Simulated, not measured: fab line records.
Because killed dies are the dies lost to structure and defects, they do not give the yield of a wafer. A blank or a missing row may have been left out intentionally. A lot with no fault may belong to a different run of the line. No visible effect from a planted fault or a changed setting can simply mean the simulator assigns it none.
What tool caused it?	flow sky130	Sampling: 24 lots, 72 wafers, 6 of 708 route steps

## WHAT THE GAUGES READ, wafer by wafer
SKY_CONTACT_RS_MEAS_25: uses a four-point probe to measure. Usual: CONTACT_W_RS gives 0.338 ohm/sq (standard deviation 0.0044).
lot	measured	on	CONTACT_W_RS (ohm/sq)	flag
L074	day 31 14:31	film_metro-03	0.338 0.329 0.342	
L075	day 31 16:03	film_metro-02	0.335 0.337 0.334	
L076	day 31 17:49	film_metro-02	0.342 0.334 0.342	
L077	day 32 16:19	film_metro-03	0.331 0.335 0.332	
L079	day 33 07:07	film_metro-02	0.340 0.348 0.349	
L078	day 33 08:34	film_metro-02	0.340 0.338 0.342	
L082	day 35 21:18	film_metro-02	0.337 0.339 0.337	
L084	day 35 21:40	film_metro-01	0.347 0.336 0.336	
L080	day 35 22:16	film_metro-01	0.333 0.336 0.333	
L081	day 36 01:13	film_metro-02	0.336 0.342 0.335	
L085	day 36 01:36	film_metro-03	0.334 0.337 0.343	
L087	day 36 01:44	film_metro-01	0.340 0.336 0.343	
L086	day 36 02:48	film_metro-03	0.334 0.340 0.340	
L083	day 36 03:08	film_metro-03	0.337 0.341 0.346	
L088	day 36 03:28	film_metro-03	0.337 0.340 0.337	
L089	day 36 04:03	film_metro-03	0.346 0.338 0.344	
L090	day 36 18:32	film_metro-01	0.338 0.345 0.342	
L091	day 36 19:42	film_metro-01	0.342 0.342 0.335	
L092	day 37 00:11	film_metro-01	0.332 0.343 0.340	
L093	day 37 13:15	film_metro-03	0.331 0.336 0.332	
L094	day 37 13:58	film_metro-03	0.339 0.339 0.336	
L095	day 37 20:25	film_metro-02	0.336 0.331 0.341	
L096	day 39 10:17	film_metro-01	0.342 0.347 0.342	
L097	day 39 10:37	film_metro-01	0.345 0.348 0.336	

SKY_VIA1_THK_MEAS_01. Usual: VIA1_HDPCVD_THK gives 1021 nm (standard deviation 10).
lot	measured	on	VIA1_HDPCVD_THK (nm)	flag
L074	day 32 18:44	film_metro-01	1016 1050 1013	
L075	day 32 19:37	film_metro-03	1030 1009 1037	
L076	day 32 22:05	film_metro-04	1007 1038 1038	
L077	day 33 21:03	film_metro-01	1036 1036 1025	
L079	day 34 11:28	film_metro-03	1024 1025 1021	
L078	day 34 12:20	film_metro-04	1031 1016 998	
L082	day 37 01:09	film_metro-03	1009 1012 1003	
L084	day 37 02:19	film_metro-03	1024 1027 1045	
L080	day 37 02:08	film_metro-01	1017 1016 1018	
L081	day 37 05:17	film_metro-01	1024 1017 1023	
L085	day 37 05:44	film_metro-03	1025 1028 1014	
L087	day 37 06:05	film_metro-01	1019 1017 1012	
L086	day 37 07:07	film_metro-01	1021 1032 1030	
L083	day 37 07:01	film_metro-03	1014 1018 1013	
L088	day 37 07:19	film_metro-03	1021 1021 1022	
L089	day 37 07:47	film_metro-03	1016 1031 1015	
L090	day 37 21:48	film_metro-04	1022 1022 1023	
L091	day 37 23:01	film_metro-01	1023 1012 1011	
L092	day 38 03:17	film_metro-01	1032 1027 1018	
L093	day 38 16:27	film_metro-03	1022 1035 1032	
L094	day 38 17:23	film_metro-04	1005 999 1007	
L095	day 38 23:22	film_metro-01	1024 1042 1030	
L096	day 40 12:53	film_metro-04	1018 1023 1012	
L097	day 40 12:53	film_metro-01	1037 1039 1033	

SKY_VIA1_THK_MEAS_23: measures by xrf. Usual: VIA1_W_THK gives 266 nm (standard deviation 3.5).
lot	measured	on	VIA1_W_THK (nm)	flag
L074	day 33 22:21	film_metro-04	262 263 261	
L075	day 34 00:06	film_metro-03	267 268 270	
L076	day 34 02:46	film_metro-01	262 264 262	
L077	day 35 00:41	film_metro-01	263 264 269	
L079	day 35 15:08	film_metro-04	263 262 266	
L078	day 35 16:35	film_metro-04	269 267 267	
L082	day 38 04:43	film_metro-04	269 272 270	
L084	day 38 06:04	film_metro-04	271 267 268	
L080	day 38 05:30	film_metro-03	269 268 266	
L081	day 38 08:53	film_metro-03	266 266 263	
L085	day 38 09:16	film_metro-04	271 273 272	
L087	day 38 09:34	film_metro-04	273 267 272	
L086	day 38 10:13	film_metro-03	270 269 273	
L083	day 38 09:55	film_metro-03	267 265 269	
L088	day 38 10:34	film_metro-04	267 263 263	
L089	day 38 11:02	film_metro-01	270 268 267	
L090	day 39 01:26	film_metro-01	266 270 267	
L091	day 39 02:56	film_metro-03	267 266 259	
L092	day 39 06:21	film_metro-01	269 272 272	
L093	day 39 19:04	film_metro-04	267 264 268	
L094	day 39 20:26	film_metro-03	273 272 271	
L095	day 40 01:55	film_metro-01	263 266 267	
L096	day 41 14:00	film_metro-03	264 260 261	
L097	day 41 14:29	film_metro-01	268 268 258	

SKY_METAL2_CD_MEAS_15: the cd target is 140 nm. Usual: cd_nm 139.9 nm, standard deviation 1.4.
lot	measured	on	cd_nm (nm)	flag
L074	day 35 00:41	cd_sem-02	137.0 138.9 138.3	
L075	day 35 03:02	cd_sem-02	140.9 139.3 141.5	
L076	day 35 05:41	cd_sem-01	137.4 139.2 137.9	
L077	day 36 02:49	cd_sem-02	139.4 140.0 139.9	
L079	day 36 18:08	cd_sem-01	139.3 141.4 140.6	
L078	day 36 19:31	cd_sem-02	139.0 139.2 139.6	
L082	day 39 06:58	cd_sem-02	137.8 137.9 138.9	
L084	day 39 08:53	cd_sem-02	138.6 141.0 139.7	
L080	day 39 07:19	cd_sem-02	139.6 140.8 139.4	
L081	day 39 10:31	cd_sem-02	141.9 141.0 141.3	
L085	day 39 10:54	cd_sem-02	139.4 138.9 138.1	
L087	day 39 11:53	cd_sem-01	140.8 139.1 140.0	
L086	day 39 12:31	cd_sem-01	138.0 139.2 140.0	
L083	day 39 11:59	cd_sem-02	140.0 139.9 140.6	
L088	day 39 12:57	cd_sem-02	139.3 140.1 139.8	
L089	day 39 13:18	cd_sem-01	139.3 139.6 139.8	
L090	day 40 03:26	cd_sem-02	137.5 138.0 138.6	
L091	day 40 04:22	cd_sem-01	141.9 141.3 141.2	
L092	day 40 07:34	cd_sem-02	140.8 138.3 140.3	
L093	day 40 19:52	cd_sem-01	140.3 141.4 140.8	
L094	day 40 21:46	cd_sem-02	139.3 139.8 141.4	
L095	day 41 01:36	cd_sem-02	144.5 143.2 142.2	
L096	day 42 13:49	cd_sem-02	138.7 139.4 139.7	
L097	day 42 14:10	cd_sem-01	141.0 142.3 141.8	

SKY_CAPM_OVL_MEAS_12. Usual: CAPM_OVL gives -0.3 nm (standard deviation 1.4).
lot	measured	on	CAPM_OVL (nm)	flag
L074	day 37 07:26	overlay-01	-0.1 2.7 1.0	
L075	day 37 10:07	overlay-01	-0.5 -1.6 0.3	
L076	day 37 11:56	overlay-01	-3.8 -2.8 -2.1	
L077	day 38 10:04	overlay-01	-2.5 0.3 -0.1	
L079	day 39 01:10	overlay-02	1.6 3.4 2.4	
L078	day 39 03:13	overlay-01	-1.1 1.4 -0.3	
L082	day 41 10:40	overlay-02	1.6 0.6 1.4	
L084	day 41 12:15	overlay-02	-1.7 -2.9 0.6	
L080	day 41 11:16	overlay-02	-1.1 -1.5 -1.7	
L081	day 41 14:13	overlay-02	-1.1 0.0 -2.1	
L085	day 41 14:48	overlay-01	0.4 1.5 0.4	
L087	day 41 16:34	overlay-02	-0.7 0.1 -1.3	
L086	day 41 16:40	overlay-02	-0.8 0.9 0.9	
L083	day 41 15:47	overlay-01	-1.1 0.0 -0.8	
L088	day 41 16:52	overlay-01	-0.7 0.1 -0.3	
L089	day 41 17:28	overlay-01	-0.2 -0.3 0.4	
L090	day 42 05:43	overlay-02	-0.6 -0.5 0.0	
L091	day 42 07:07	overlay-01	-0.5 -0.3 -1.5	
L092	day 42 09:59	overlay-01	2.0 0.6 0.0	
L093	day 42 21:23	overlay-01	-0.8 -1.3 -1.5	
L094	day 42 23:38	overlay-02	-1.2 -1.1 -2.2	
L095	day 43 03:55	overlay-01	-0.5 -0.1 -0.7	
L096	day 44 13:46	overlay-02	0.1 -1.5 -0.1	
L097	day 44 14:04	overlay-01	-1.8 0.0 -1.8	

## WHICH TOOL RAN EACH LOT (tool, then ch and the chambers of the sampled wafers, then the start)
lot	SKY_METAL3_SPUTTER_03
L074	pvd_sputter-01, day 36 05:41
L075	pvd_sputter-01, day 36 07:50
L076	pvd_sputter-03, day 36 10:10
L077	pvd_sputter-03, day 37 08:02
L079	pvd_sputter-04, day 37 23:14
L078	pvd_sputter-01, day 38 01:25
L082	pvd_sputter-01, day 40 11:25
L084	pvd_sputter-04, day 40 12:55
L080	pvd_sputter-04, day 40 11:56
L081	pvd_sputter-04, day 40 14:29
L085	pvd_sputter-03, day 40 15:27
L087	pvd_sputter-04, day 40 16:57
L086	pvd_sputter-01, day 40 17:15
L083	pvd_sputter-01, day 40 16:21
L088	pvd_sputter-03, day 40 17:51
L089	pvd_sputter-04, day 40 18:09
L090	pvd_sputter-04, day 41 06:11
L091	pvd_sputter-03, day 41 07:34
L092	pvd_sputter-03, day 41 11:10
L093	pvd_sputter-03, day 41 22:17
L094	pvd_sputter-03, day 42 00:11
L095	pvd_sputter-03, day 42 04:38
L096	pvd_sputter-01, day 43 16:31
L097	pvd_sputter-03, day 43 16:35
- SKY_METAL3_SPUTTER_03: material Ti, target thk 5 nm, time 3.3 s.

## WHAT THE TOOLS THEMSELVES READ (means of the sampled wafers that have a number; where no wafer has one, the mark that the record gives instead)
SKY_METAL3_SPUTTER_03. Usual: chamber_pressure_pa 0.4000 Pa, standard deviation 0.00085; throttle_valve_pct 30.6 %, standard deviation 0.86.
lot	tool	chamber_pressure_pa (Pa)	throttle_valve_pct (%)	flag
L074	pvd_sputter-01	0.3998	29.9	
L075	pvd_sputter-01	0.4006	30.4	
L076	pvd_sputter-03	0.3992	29.9	
L077	pvd_sputter-03	0.4003	30.4	
L079	pvd_sputter-04	0.3997	30.5	
L078	pvd_sputter-01	0.3992	30.5	
L082	pvd_sputter-01	0.4000	30.5	
L084	pvd_sputter-04	0.4000	31.1	
L080	pvd_sputter-04	0.3991	30.3	
L081	pvd_sputter-04	0.3999	30.4	
L085	pvd_sputter-03	0.3995	30.9	
L087	pvd_sputter-04	0.4006	29.9	
L086	pvd_sputter-01	0.3996	30.4	
L083	pvd_sputter-01	0.4002	29.8	
L088	pvd_sputter-03	0.3995	31.1	
L089	pvd_sputter-04	0.3998	30.7	
L090	pvd_sputter-04	0.4001	30.2	
L091	pvd_sputter-03	0.3996	30.0	
L092	pvd_sputter-03	0.4007	31.3	
L093	pvd_sputter-03	0.4013	30.7	
L094	pvd_sputter-03	0.4011	30.6	
L095	pvd_sputter-03	0.3997	30.9	
L096	pvd_sputter-01	0.4001	29.9	
L097	pvd_sputter-03	0.4002	30.7	

## THE ANSWER, worked out from the rows above alone
Rule: a lot counts as off when the mean over its wafers that have a number is more than 3 standard deviations away from the usual mean. A lot without any number at a reading at which 4 lots or more have one is off too. Where the step has rows for the other lots, those lots are counted as sound. First the gauges in route order, then the tools' own readings, where a lot's mean is used as printed above. The first step at which some lot is off is used, and at that step the reading that is off furthest; a lot without a number counts as furthest.
Nothing can be told from this: no lot is off at any reading shown.

## WHAT WAS PUT IN BY THE SIMULATOR
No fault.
